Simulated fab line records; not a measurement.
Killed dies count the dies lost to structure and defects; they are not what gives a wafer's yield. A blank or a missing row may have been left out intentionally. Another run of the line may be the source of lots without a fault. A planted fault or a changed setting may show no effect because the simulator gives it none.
Which tool was responsible? + flow sky130 + 12 lots (36 wafers sampled), 1 step of a 708-step route

WHAT EACH GAUGE READ, for each wafer
SKY_SONOS_TUNNEL_OVL_MEAS_08.
| lot  | measured     | on         | SONOS_TUNNEL_OVL (nm) |
|------|--------------|------------|-----------------------|
| L075 | day 11 18:11 | overlay-01 | 0.2 0.6 -1.2          |
| L077 | day 12 05:55 | overlay-01 | -0.3 2.4 -0.5         |
| L079 | day 13 14:22 | overlay-01 | 2.7 3.1 0.8           |
| L080 | day 13 21:44 | overlay-01 | -2.2 -1.6 -4.3        |
| L083 | day 14 09:56 | overlay-02 | -0.9 0.5 1.3          |
| L085 | day 15 11:31 | overlay-01 | -0.8 1.0 -1.3         |
| L086 | day 15 23:53 | overlay-01 | 1.6 1.3 0.8           |
| L089 | day 16 17:16 | overlay-02 | 0.0 -1.0 2.8          |
| L091 | day 17 03:38 | overlay-01 | 0.2 1.1 0.9           |
| L092 | day 17 17:41 | overlay-01 | -1.9 -1.6 -0.7        |
| L095 | day 18 12:47 | overlay-01 | -0.1 0.2 2.2          |
| L097 | day 18 23:37 | overlay-02 | -1.5 0.3 -1.8         |

TOOL THAT RAN EACH LOT (tool first, then ch and the chambers of the sampled wafers, then the start)
The record holds no process step before these readings.

THE ANSWER, worked out from the rows above alone
Rule: the usual values come from the lots themselves. Put in order of their means at a reading, lots are off if they are a third of the lots or fewer, leave a main group of 4 or more, and stand apart from it by a gap of 3 or more times the standard deviation of the main group's means; of several such gaps the widest counts. A main group is skipped when, at the precision printed for the reading in the tables above, its means are all equal. Also off: a lot with no number at a reading for which 4 or more lots have one. Any other lot the step has rows for is counted as sound.
No lot is off at any reading shown: from this, nothing can be told.

WHAT THE SIMULATOR HAD INSERTED
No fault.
